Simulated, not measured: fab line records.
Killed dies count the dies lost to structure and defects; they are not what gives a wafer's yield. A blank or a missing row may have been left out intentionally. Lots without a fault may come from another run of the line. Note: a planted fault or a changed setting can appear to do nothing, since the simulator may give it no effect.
fab line records	flow sky130
record: lots: 24	wafers: 72	last_day: 51
route steps=708 shown VIA2@530 CAPM@550 VIA3@593 METAL4@599 PAD_OPEN@707
lots that met no fault: from a run of the same line without faults
start_h: start of the lot's first displayed wafer, in hours after the record's first day	wait_h: hours elapsed since this lot's preceding step	" the same as in the row above	L1.1+2: several wafers, shown together as one row	- no value present, or no start provided	* or withheld: withheld	< > ~ a bound
route shown NAME@n: NAME is a module with steps in the file, n the number in the route of the first one	usual: the fault-free wafers' mean and standard deviation	same: alike in all rows	chamber/n: place in a boat	sites: per-site readings	_std_site: standard deviation of those values	_edge_site: the outer-site mean with the inner-site mean subtracted	radius_mm: how far each site lies from the wafer's centre	mask NAME#n: copy n	behind: the last tool/chamber to shape the wafer	hold: why the lot went on hold/how many hours it stayed there/how the hold came to an end	device: transistor that didn't switch, given as n, p or np	end of line: tests of these same wafers at the route's end	a step without rows: its recipe alone	killed: dies lost to structure and defects at the first sort, not the wafer's yield	map: shows each die of a wafer: x if killed, . if not, _ if none is there
set.NAME: the setting that was run; set.NAME@STEP: the one run at that earlier step	model.NAME: the simulator's own value behind a step, which no gauge read
route steps across a sampled set of lots; one table per step, one row per wafer
services: from which hour (start_h, from the record's first day; less than 0 if before it) a tool's chamber was out of use, for how many hours, and why
== steps ==
step: SKY_VIA2_THK_MEAS_23
recipe: thk_meas_gauge: xrf	reads: W_of_VIA2_CVD_21
usual: VIA2_W_THK: 428/5.1
lot.wafer	tool	chamber	start_h	wait_h	VIA2_W_THK[nm]
L074.2	film_metro-01	-	870.25	0.1	422
L074.3	"	-	"	"	431
L074.4	"	-	"	"	425
L075.3	film_metro-01	-	877.82	0.1	427
L075.5	"	-	"	"	428
L075.6	"	-	"	"	422
L076.3	film_metro-02	-	887.68	0.1	431
L076.4	"	-	"	"	432
L076.5	"	-	"	"	430
L077.2	film_metro-02	-	895.41	0.1	428
L077.3	"	-	"	"	429
L077.6	"	-	"	"	428
L078.3	film_metro-04	-	905.20	0.1	435
L078.4	"	-	"	"	433
L078.5	"	-	"	"	435
L079.1	film_metro-02	-	908.63	0.1	428
L079.2	"	-	"	"	425
L079.4	"	-	"	"	429
L080.4	film_metro-04	-	914.63	0.1	424
L080.5	"	-	"	"	426
L080.6	"	-	"	"	423
L081.1	film_metro-01	-	924.98	0.1	433
L081.3	"	-	"	"	427
L081.6	"	-	"	"	429
L082.3	film_metro-04	-	932.94	0.1	424
L082.4	"	-	"	"	428
L082.6	"	-	"	"	425
L083.1	film_metro-02	-	936.70	0.1	423
L083.2	"	-	"	"	430
L083.5	"	-	"	"	427
L084.2	film_metro-02	-	942.88	0.1	422
L084.5	"	-	"	"	433
L084.6	"	-	"	"	426
L085.1	film_metro-01	-	955.21	0.1	431
L085.4	"	-	"	"	434
L085.6	"	-	"	"	424
L086.1	film_metro-02	-	958.20	0.1	428
L086.2	"	-	"	"	434
L086.5	"	-	"	"	427
L087.2	film_metro-04	-	969.26	0.1	432
L087.4	"	-	"	"	430
L087.5	"	-	"	"	422
L088.2	film_metro-02	-	971.69	0.1	421
L088.3	"	-	"	"	419
L088.5	"	-	"	"	419
L089.2	film_metro-02	-	979.39	0.1	424
L089.3	"	-	"	"	437
L089.6	"	-	"	"	429
L090.1	film_metro-01	-	980.90	0.1	440
L090.4	"	-	"	"	423
L090.5	"	-	"	"	434
L091.1	film_metro-02	-	991.57	0.1	420
L091.2	"	-	"	"	420
L091.4	"	-	"	"	425
L092.3	film_metro-01	-	1004.67	0.1	440
L092.5	"	-	"	"	437
L092.6	"	-	"	"	438
L093.2	film_metro-04	-	1005.97	0.1	430
L093.4	"	-	"	"	437
L093.5	"	-	"	"	437
L094.1	film_metro-02	-	1009.04	0.1	427
L094.4	"	-	"	"	428
L094.6	"	-	"	"	428
L095.1	film_metro-02	-	1015.21	0.1	425
L095.4	"	-	"	"	422
L095.6	"	-	"	"	421
L096.1	film_metro-04	-	1024.25	0.1	431
L096.3	"	-	"	"	431
L096.5	"	-	"	"	433
L097.2	film_metro-02	-	1032.15	0.1	422
L097.4	"	-	"	"	423
L097.6	"	-	"	"	424
step: SKY_CAPM_METAL_ETCH_13
recipe: target_depth_nm: 220	stop_on: SiO2	chemistry: Cl2/BCl3	target: TiN	pressure_mtorr: 10	icp_w: 900	bias_w: 48.5	Cl2_flow_sccm: 60	bcl3_flow_sccm: 30	time_s: 62.9
usual: bcl3_flow_sccm: 30.01/0.095	drypump_motor_current_A: 5.6/0.55	mfc_cl2_sccm: 60.01/0.18	oes_product_au: 0.940/0.0085	throttle_valve_pct: 21.903/0.01
same: time_s: 62.9
lot.wafer	tool	chamber	start_h	wait_h	bcl3_flow_sccm	drypump_motor_current_A	mfc_cl2_sccm	oes_product_au	rf_hours_counter_h	throttle_valve_pct
L074.2	rie_metal-04	1	897.86	0.0	29.95	5.2	60.14	0.935	7	21.893
L074.3	"	1	"	"	29.97	5.2	60.16	0.943	-	21.894
L074.4	"	0	"	"	29.91	6.4	60.10	0.935	-	21.904
L075.3	rie_metal-03	0	904.87	0.0	30.26	5.1	59.85	0.941	-	21.905
L075.5	"	0	"	"	30.07	5.1	59.85	0.950	-	21.894
L075.6	"	1	"	"	29.98	6.1	59.98	0.947	-	21.902
L076.3	rie_metal-02	1	914.09	0.1	30.12	5.1	59.96	0.937	-	21.891
L076.4	"	1	"	"	30.22	5.1	59.72	0.937	-	21.901
L076.5	"	1	"	"	30.05	5.1	59.99	0.933	-	21.894
L077.2	rie_metal-04	0	921.04	0.0	30.12	6.4	60.12	0.952	7	21.886
L077.3	"	1	"	"	30.06	5.2	60.03	0.942	-	21.894
L077.6	"	0	"	"	30.18	6.4	59.98	0.940	-	21.900
L078.3	rie_metal-02	0	931.46	0.1	30.06	5.9	59.95	0.943	-	21.918
L078.4	"	0	"	"	30.07	5.9	59.89	0.937	-	21.920
L078.5	"	0	"	"	30.05	5.9	59.91	0.935	-	21.919
L079.1	rie_metal-03	0	935.19	0.0	29.87	5.1	59.99	0.947	16	21.915
L079.2	"	1	"	"	30.11	6.1	60.20	0.953	7	21.899
L079.4	"	1	"	"	30.03	6.1	59.90	0.949	-	21.894
L080.4	rie_metal-03	1	940.13	0.0	30.08	6.0	60.41	0.935	-	21.915
L080.5	"	0	"	"	30.01	5.1	59.81	0.927	-	21.903
L080.6	"	1	"	"	29.97	6.1	60.07	0.920	-	21.917
L081.1	rie_metal-02	1	950.24	0.0	29.96	5.0	59.96	0.925	0	21.910
L081.3	"	1	"	"	29.99	5.0	59.85	0.927	-	21.911
L081.6	"	0	"	"	30.01	6.0	60.11	0.942	-	21.908
L082.3	rie_metal-04	1	958.23	0.0	30.03	5.2	59.93	0.928	-	21.914
L082.4	"	0	"	"	30.07	6.4	60.17	0.936	-	21.915
L082.6	"	1	"	"	30.06	5.2	60.37	0.931	-	21.898
L083.1	rie_metal-04	0	962.35	0.0	30.01	6.4	59.62	0.940	9	21.912
L083.2	"	1	"	"	29.98	5.2	59.74	0.933	10	21.915
L083.5	"	0	"	"	29.84	6.4	59.72	0.940	-	21.911
L084.2	rie_metal-04	0	968.41	0.0	29.94	6.4	59.92	0.950	9	21.892
L084.5	"	1	"	"	30.02	5.2	59.84	0.956	-	21.895
L084.6	"	0	"	"	30.09	6.4	60.14	0.941	-	21.886
L085.1	rie_metal-03	1	979.90	0.0	29.84	6.1	59.95	0.928	10	21.915
L085.4	"	0	"	"	29.96	5.0	60.07	0.944	-	21.907
L085.6	"	1	"	"	30.01	6.1	60.21	0.944	-	21.924
L086.1	rie_metal-02	1	983.24	0.0	30.04	5.1	60.40	0.955	1	21.899
L086.2	"	0	"	"	30.06	5.9	59.93	0.960	3	21.901
L086.5	"	1	"	"	30.04	5.1	60.08	0.945	-	21.887
L087.2	rie_metal-02	1	993.75	0.0	29.98	5.0	60.04	0.936	2	21.907
L087.4	"	0	"	"	29.99	5.9	60.13	0.928	-	21.897
L087.5	"	1	"	"	30.09	5.0	59.98	0.942	-	21.892
L088.2	rie_metal-04	1	996.30	0.0	30.09	5.2	59.96	0.959	12	21.905
L088.3	"	0	"	"	29.91	6.4	60.08	0.949	-	21.911
L088.5	"	1	"	"	29.99	5.2	59.85	0.945	-	21.900
L089.2	rie_metal-04	0	1003.95	0.0	30.11	6.4	60.34	0.937	11	21.901
L089.3	"	0	"	"	29.85	6.4	60.34	0.928	-	21.910
L089.6	"	0	"	"	30.12	6.4	60.13	0.943	-	21.907
L090.1	rie_metal-02	1	1005.61	0.0	30.16	5.1	60.12	0.939	2	21.906
L090.4	"	0	"	"	29.98	5.9	59.74	0.953	-	21.898
L090.5	"	0	"	"	29.93	5.9	59.91	0.931	-	21.913
L091.1	rie_metal-04	0	1015.65	0.0	30.20	6.4	60.29	0.938	12	21.891
L091.2	"	1	"	"	30.01	5.2	60.03	0.937	13	21.894
L091.4	"	0	"	"	30.09	6.4	60.10	0.945	-	21.908
L092.3	rie_metal-02	0	1028.08	0.0	29.91	5.9	59.86	0.939	-	21.912
L092.5	"	1	"	"	29.96	5.0	60.13	0.927	-	21.904
L092.6	"	0	"	"	30.10	5.9	60.02	0.935	-	21.904
L093.2	rie_metal-04	1	1029.59	0.0	29.90	5.2	60.36	0.932	14	21.894
L093.4	"	1	"	"	30.00	5.2	60.07	0.948	-	21.891
L093.5	"	0	"	"	30.09	6.4	59.75	0.924	-	21.910
L094.1	rie_metal-04	0	1032.51	0.0	30.05	6.4	59.91	0.943	13	21.896
L094.4	"	1	"	"	30.09	5.2	59.95	0.954	-	21.898
L094.6	"	0	"	"	30.20	6.4	60.06	0.946	-	21.888
L095.1	rie_metal-02	1	1038.25	0.0	30.02	5.0	59.75	0.932	4	21.885
L095.4	"	1	"	"	30.02	5.0	60.02	0.942	-	21.903
L095.6	"	0	"	"	30.17	5.9	59.90	0.963	-	21.882
L096.1	rie_metal-04	0	1047.49	0.0	30.00	6.4	59.92	0.947	14	21.925
L096.3	"	0	"	"	29.98	6.4	59.84	0.948	-	21.909
L096.5	"	1	"	"	30.13	5.2	60.01	0.950	-	21.889
L097.2	rie_metal-02	1	1055.14	0.0	29.88	5.0	60.06	0.950	5	21.893
L097.4	"	1	"	"	29.90	5.0	60.15	0.947	-	21.914
L097.6	"	0	"	"	30.08	5.9	59.94	0.952	-	21.878
step: SKY_VIA3_SPUTTER_20
recipe: material: TiN	target_thk_nm: 20	chamber_pressure_pa: 5	power_w: 4000	time_s: 80
usual: throttle_valve_pct: 29.9/1.3
same: time_s: 80
lot.wafer	tool	chamber	start_h	wait_h	throttle_valve_pct
L074.2	pvd_sputter-03	-	952.40	0.0	27.4
L074.3	"	-	"	"	31.6
L074.4	"	-	"	"	28.5
L075.3	pvd_sputter-01	-	958.75	0.0	29.2
L075.5	"	-	"	"	28.7
L075.6	"	-	"	"	31.3
L076.3	pvd_sputter-01	-	967.15	0.0	30.6
L076.4	"	-	"	"	31.1
L076.5	"	-	"	"	29.0
L077.2	pvd_sputter-03	-	973.88	0.0	28.7
L077.3	"	-	"	"	31.2
L077.6	"	-	"	"	28.6
L078.3	pvd_sputter-01	-	984.41	0.0	31.2
L078.4	"	-	"	"	30.5
L078.5	"	-	"	"	28.7
L079.1	pvd_sputter-01	-	986.59	0.0	28.8
L079.2	"	-	"	"	29.4
L079.4	"	-	"	"	31.1
L080.4	pvd_sputter-01	-	991.69	0.0	30.7
L080.5	"	-	"	"	29.4
L080.6	"	-	"	"	31.6
L081.1	pvd_sputter-03	-	1003.46	0.0	27.5
L081.3	"	-	"	"	29.8
L081.6	"	-	"	"	27.7
L082.3	pvd_sputter-02	-	1009.91	0.0	28.6
L082.4	"	-	"	"	31.9
L082.6	"	-	"	"	32.1
L083.1	pvd_sputter-02	-	1014.72	0.0	32.0
L083.2	"	-	"	"	29.3
L083.5	"	-	"	"	29.3
L084.2	pvd_sputter-03	-	1020.30	0.0	27.6
L084.5	"	-	"	"	27.5
L084.6	"	-	"	"	31.4
L085.1	pvd_sputter-01	-	1031.55	0.0	29.3
L085.4	"	-	"	"	31.3
L085.6	"	-	"	"	28.8
L086.1	pvd_sputter-01	-	1033.39	0.0	30.7
L086.2	"	-	"	"	28.9
L086.5	"	-	"	"	30.8
L087.2	pvd_sputter-03	-	1043.16	0.0	28.7
L087.4	"	-	"	"	31.3
L087.5	"	-	"	"	31.3
L088.2	pvd_sputter-01	-	1045.07	0.0	30.9
L088.3	"	-	"	"	29.6
L088.5	"	-	"	"	30.6
L089.2	pvd_sputter-03	-	1053.42	0.0	29.8
L089.3	"	-	"	"	27.5
L089.6	"	-	"	"	31.2
L090.1	pvd_sputter-03	-	1055.69	0.0	31.3
L090.4	"	-	"	"	29.8
L090.5	"	-	"	"	27.7
L091.1	pvd_sputter-03	-	1063.76	0.0	28.5
L091.2	"	-	"	"	27.8
L091.4	"	-	"	"	30.0
L092.3	pvd_sputter-01	-	1075.12	0.0	29.4
L092.5	"	-	"	"	28.8
L092.6	"	-	"	"	30.8
L093.2	pvd_sputter-01	-	1077.62	0.0	29.2
L093.4	"	-	"	"	28.6
L093.5	"	-	"	"	29.5
L094.1	pvd_sputter-02	-	1080.76	0.0	31.6
L094.4	"	-	"	"	31.3
L094.6	"	-	"	"	32.2
L095.1	pvd_sputter-01	-	1086.22	0.0	31.5
L095.4	"	-	"	"	31.2
L095.6	"	-	"	"	28.8
L096.1	pvd_sputter-01	-	1094.61	0.0	31.5
L096.3	"	-	"	"	28.5
L096.5	"	-	"	"	28.8
L097.2	pvd_sputter-01	-	1102.00	0.0	30.5
L097.4	"	-	"	"	29.3
L097.6	"	-	"	"	31.2
step: SKY_METAL4_SPUTTER_01
recipe: material: TiN	target_thk_nm: 20	power_w: 6500	time_s: 16.7	chamber_pressure_pa: 0.4
usual: throttle_valve_pct: 29.9/1.2
same: time_s: 16.7
lot.wafer	tool	chamber	start_h	wait_h	throttle_valve_pct
L074.2	pvd_sputter-01	-	953.09	0.0	31.6
L074.3	"	-	"	"	28.7
L074.4	"	-	"	"	30.7
L075.3	pvd_sputter-01	-	959.44	0.0	28.9
L075.5	"	-	"	"	28.7
L075.6	"	-	"	"	31.5
L076.3	pvd_sputter-03	-	967.83	0.0	29.8
L076.4	"	-	"	"	31.5
L076.5	"	-	"	"	27.3
L077.2	pvd_sputter-04	-	974.61	0.0	31.4
L077.3	"	-	"	"	31.0
L077.6	"	-	"	"	29.5
L078.3	pvd_sputter-04	-	985.36	0.0	30.9
L078.4	"	-	"	"	31.2
L078.5	"	-	"	"	31.3
L079.1	pvd_sputter-04	-	987.28	0.0	31.5
L079.2	"	-	"	"	30.8
L079.4	"	-	"	"	29.6
L080.4	pvd_sputter-03	-	992.55	0.0	27.6
L080.5	"	-	"	"	29.8
L080.6	"	-	"	"	31.4
L081.1	pvd_sputter-04	-	1004.15	0.0	30.5
L081.3	"	-	"	"	31.5
L081.6	"	-	"	"	29.7
L082.3	pvd_sputter-01	-	1010.60	0.0	30.5
L082.4	"	-	"	"	29.4
L082.6	"	-	"	"	28.9
L083.1	pvd_sputter-01	-	1015.40	0.0	28.8
L083.2	"	-	"	"	31.4
L083.5	"	-	"	"	31.3
L084.2	pvd_sputter-01	-	1020.98	0.0	31.3
L084.5	"	-	"	"	29.3
L084.6	"	-	"	"	30.5
L085.1	pvd_sputter-01	-	1032.24	0.0	31.4
L085.4	"	-	"	"	30.8
L085.6	"	-	"	"	29.6
L086.1	pvd_sputter-03	-	1034.07	0.0	29.5
L086.2	"	-	"	"	27.3
L086.5	"	-	"	"	31.0
L087.2	pvd_sputter-01	-	1043.84	0.0	30.7
L087.4	"	-	"	"	28.9
L087.5	"	-	"	"	28.8
L088.2	pvd_sputter-03	-	1045.75	0.0	31.1
L088.3	"	-	"	"	28.5
L088.5	"	-	"	"	28.5
L089.2	pvd_sputter-01	-	1054.10	0.0	31.3
L089.3	"	-	"	"	30.5
L089.6	"	-	"	"	29.5
L090.1	pvd_sputter-01	-	1056.37	0.0	29.4
L090.4	"	-	"	"	30.8
L090.5	"	-	"	"	30.7
L091.1	pvd_sputter-04	-	1065.66	0.0	30.1
L091.2	"	-	"	"	31.4
L091.4	"	-	"	"	29.6
L092.3	pvd_sputter-04	-	1075.81	0.0	30.8
L092.5	"	-	"	"	30.9
L092.6	"	-	"	"	30.3
L093.2	pvd_sputter-03	-	1078.31	0.0	31.3
L093.4	"	-	"	"	29.5
L093.5	"	-	"	"	28.9
L094.1	pvd_sputter-03	-	1081.45	0.0	31.0
L094.4	"	-	"	"	29.9
L094.6	"	-	"	"	28.6
L095.1	pvd_sputter-03	-	1086.90	0.0	27.6
L095.4	"	-	"	"	28.6
L095.6	"	-	"	"	29.5
L096.1	pvd_sputter-04	-	1095.30	0.0	31.0
L096.3	"	-	"	"	29.4
L096.5	"	-	"	"	30.6
L097.2	pvd_sputter-03	-	1102.68	0.0	28.6
L097.4	"	-	"	"	29.7
L097.6	"	-	"	"	27.6
step: SKY_METAL4_DESCUM_15
recipe: chemistry: O2	source_power_w: 150	bias_power_w: 0	pressure_mtorr: 10	temp_c: 40	time_s: 8
usual: drypump_motor_current_A: 5.7/0.53	oes_product_au: 1.000/0.01	temp_c: 39.98/0.12
same: time_s: 8
lot.wafer	tool	chamber	start_h	wait_h	drypump_motor_current_A	oes_product_au	rf_hours_counter_h	temp_c
L074.2	rie_metal-01	1	1003.77	0.0	5.0	1.019	18	40.16
L074.3	"	1	"	"	5.0	1.011	-	39.96
L074.4	"	0	"	"	5.6	1.027	-	40.10
L075.3	rie_metal-01	0	1009.87	0.0	5.7	1.024	-	40.05
L075.5	"	1	"	"	5.0	1.015	-	39.90
L075.6	"	0	"	"	5.7	1.011	-	39.86
L076.3	rie_metal-03	1	1016.19	0.0	6.1	0.988	-	40.05
L076.4	"	0	"	"	5.1	0.989	-	40.01
L076.5	"	1	"	"	6.1	0.993	-	40.03
L077.2	rie_metal-04	0	1023.88	0.0	6.4	0.999	12	40.04
L077.3	"	1	"	"	5.2	0.985	-	40.04
L077.6	"	1	"	"	5.2	0.973	-	40.06
L078.3	rie_metal-01	0	1034.37	0.0	5.6	1.018	-	40.07
L078.4	"	1	"	"	5.0	1.016	-	39.89
L078.5	"	1	"	"	5.0	1.018	-	39.73
L079.1	rie_metal-04	1	1035.81	0.0	5.2	0.986	14	40.18
L079.2	"	0	"	"	6.4	1.001	13	40.16
L079.4	"	1	"	"	5.2	0.994	-	40.05
L080.4	rie_metal-04	1	1039.59	0.0	5.2	0.995	-	39.91
L080.5	"	1	"	"	5.2	0.983	-	39.84
L080.6	"	0	"	"	6.4	0.993	-	39.67
L081.1	rie_metal-03	1	1051.16	0.0	6.0	1.011	14	39.83
L081.3	"	1	"	"	6.1	1.010	-	39.86
L081.6	"	0	"	"	5.1	1.000	-	39.88
L082.3	rie_metal-04	1	1058.59	0.0	5.2	0.987	-	39.97
L082.4	"	0	"	"	6.4	0.997	-	40.16
L082.6	"	0	"	"	6.4	1.000	-	40.05
L083.1	rie_metal-01	1	1061.67	0.0	5.0	1.009	22	40.00
L083.2	"	0	"	"	5.6	1.017	20	40.06
L083.5	"	1	"	"	5.0	1.005	-	39.95
L084.2	rie_metal-04	0	1067.88	0.0	6.4	0.997	15	40.03
L084.5	"	1	"	"	5.2	0.989	-	40.06
L084.6	"	0	"	"	6.4	1.000	-	39.88
L085.1	rie_metal-04	1	1077.22	0.0	5.2	0.994	17	40.11
L085.4	"	0	"	"	6.4	0.993	-	39.93
L085.6	"	1	"	"	5.2	1.001	-	40.27
L086.1	rie_metal-03	1	1080.16	0.0	6.1	0.986	16	40.07
L086.2	"	0	"	"	5.1	0.989	25	40.04
L086.5	"	1	"	"	6.1	0.993	-	39.77
L087.2	rie_metal-04	0	1088.88	0.0	6.4	1.003	16	40.22
L087.4	"	1	"	"	5.2	1.007	-	40.03
L087.5	"	0	"	"	6.4	0.995	-	40.18
L088.2	rie_metal-04	1	1090.63	0.0	5.2	0.989	18	39.90
L088.3	"	0	"	"	6.4	0.984	-	40.06
L088.5	"	1	"	"	5.2	0.998	-	39.84
L089.2	rie_metal-04	1	1097.63	0.0	5.2	0.978	19	39.91
L089.3	"	1	"	"	5.2	0.988	-	40.04
L089.6	"	1	"	"	5.2	0.986	-	39.95
L090.1	rie_metal-03	1	1100.78	0.0	6.1	1.007	18	39.88
L090.4	"	0	"	"	5.1	0.997	-	39.89
L090.5	"	0	"	"	5.1	1.001	-	39.94
L091.1	rie_metal-04	1	1109.67	0.0	5.2	0.987	20	40.14
L091.2	"	0	"	"	6.4	0.997	18	39.90
L091.4	"	1	"	"	5.2	0.988	-	40.00
L092.3	rie_metal-03	0	1118.92	0.0	5.1	0.997	-	40.00
L092.5	"	0	"	"	5.1	1.009	-	40.01
L092.6	"	1	"	"	6.1	1.007	-	40.06
L093.2	rie_metal-03	1	1121.54	0.0	6.1	1.002	-	39.91
L093.4	"	1	"	"	6.1	1.011	-	40.10
L093.5	"	1	"	"	6.1	0.987	-	39.99
L094.1	rie_metal-03	1	1124.21	0.0	6.1	0.998	20	39.83
L094.4	"	1	"	"	6.1	1.004	-	39.80
L094.6	"	1	"	"	6.1	1.001	-	39.79
L095.1	rie_metal-03	1	1129.47	0.0	6.1	1.005	21	40.07
L095.4	"	1	"	"	6.1	0.996	-	39.92
L095.6	"	1	"	"	6.1	0.998	-	40.10
L096.1	rie_metal-03	0	1137.76	0.0	5.1	1.000	0	40.02
L096.3	"	1	"	"	6.1	0.997	-	39.98
L096.5	"	0	"	"	5.1	0.995	-	39.87
L097.2	rie_metal-01	0	1143.93	0.0	5.6	1.005	-	39.89
L097.4	"	0	"	"	5.6	1.010	-	39.80
L097.6	"	0	"	"	5.6	1.002	-	39.87
step: SKY_PAD_OPEN_BOW_MEAS_13
recipe: mode: bow
usual: PAD_OPEN_BOW: 47/8.6
lot.wafer	tool	chamber	start_h	wait_h	PAD_OPEN_BOW[um]
L074.2	film_metro-02	-	1098.73	-	51
L074.3	"	-	"	"	51
L074.4	"	-	"	"	57
L075.3	film_metro-02	-	1104.36	-	43
L075.5	"	-	"	"	57
L075.6	"	-	"	"	43
L076.3	film_metro-01	-	1111.26	-	41
L076.4	"	-	"	"	49
L076.5	"	-	"	"	28
L077.2	film_metro-03	-	1117.03	-	39
L077.3	"	-	"	"	47
L077.6	"	-	"	"	57
L078.3	film_metro-01	-	1127.70	-	46
L078.4	"	-	"	"	35
L078.5	"	-	"	"	37
L079.1	film_metro-03	-	1128.32	-	40
L079.2	"	-	"	"	53
L079.4	"	-	"	"	38
L080.4	film_metro-01	-	1133.29	-	44
L080.5	"	-	"	"	38
L080.6	"	-	"	"	51
L081.1	film_metro-03	-	1140.86	-	51
L081.3	"	-	"	"	47
L081.6	"	-	"	"	47
L082.3	film_metro-02	-	1149.96	-	49
L082.4	"	-	"	"	49
L082.6	"	-	"	"	51
L083.1	film_metro-03	-	1152.31	-	54
L083.2	"	-	"	"	46
L083.5	"	-	"	"	42
L084.2	film_metro-03	-	1156.14	-	47
L084.5	"	-	"	"	58
L084.6	"	-	"	"	47
L085.1	film_metro-01	-	1163.72	-	44
L085.4	"	-	"	"	55
L085.6	"	-	"	"	44
L086.1	film_metro-02	-	1166.62	-	43
L086.2	"	-	"	"	43
L086.5	"	-	"	"	56
L087.2	film_metro-01	-	1175.38	-	32
L087.4	"	-	"	"	32
L087.5	"	-	"	"	39
L088.2	film_metro-02	-	1175.73	-	67
L088.3	"	-	"	"	53
L088.5	"	-	"	"	61
L089.2	film_metro-02	-	1180.67	-	36
L089.3	"	-	"	"	42
L089.6	"	-	"	"	57
L090.1	film_metro-03	-	1183.07	-	49
L090.4	"	-	"	"	33
L090.5	"	-	"	"	33
L091.1	film_metro-01	-	1192.11	-	59
L091.2	"	-	"	"	57
L091.4	"	-	"	"	58
L092.3	film_metro-02	-	1198.80	-	52
L092.5	"	-	"	"	69
L092.6	"	-	"	"	50
L093.2	film_metro-02	-	1201.74	-	37
L093.4	"	-	"	"	45
L093.5	"	-	"	"	57
L094.1	film_metro-02	-	1202.87	-	40
L094.4	"	-	"	"	39
L094.6	"	-	"	"	32
L095.1	film_metro-01	-	1207.26	-	48
L095.4	"	-	"	"	47
L095.6	"	-	"	"	48
L096.1	film_metro-03	-	1213.22	-	39
L096.3	"	-	"	"	44
L096.5	"	-	"	"	51
L097.2	film_metro-01	-	1217.78	-	37
L097.4	"	-	"	"	56
L097.6	"	-	"	"	41
== services ==
tool	chamber	start_h	hours	kind
pvd_sputter-01	-	884.63	2.1	repair
pvd_sputter-02	-	900.67	3.4	repair
pvd_sputter-02	-	920.23	5.1	repair
pvd_sputter-01	-	921.25	1.0	repair
rie_metal-02	-	958.30	14.6	pm
rie_metal-03	1	965.13	6.2	repair
rie_metal-02	-	976.85	0.7	repair
rie_metal-01	1	979.85	15.7	repair
rie_metal-02	-	989.21	2.8	pm
pvd_sputter-03	3	1000.43	-	consumable_replace:kit
pvd_sputter-03	3	1000.43	18.0	scheduled_down
pvd_sputter-03	3	1000.43	18.0	vent_cycle
pvd_sputter-03	-	1009.19	7.6	repair
rie_metal-03	1	1026.07	1.4	repair
rie_metal-01	-	1030.85	2.8	pm
rie_metal-01	-	1066.78	4.3	pm
pvd_sputter-01	1	1083.67	-	consumable_replace:kit
pvd_sputter-01	1	1083.67	18.0	scheduled_down
pvd_sputter-01	1	1083.67	18.0	vent_cycle
pvd_sputter-01	-	1104.77	2.7	repair
pvd_sputter-03	-	1124.91	3.4	repair
pvd_sputter-03	2	1132.85	-	consumable_replace:kit
rie_metal-01	1	1136.10	16.3	repair
pvd_sputter-04	-	1137.13	9.1	repair
== key ==
fault none
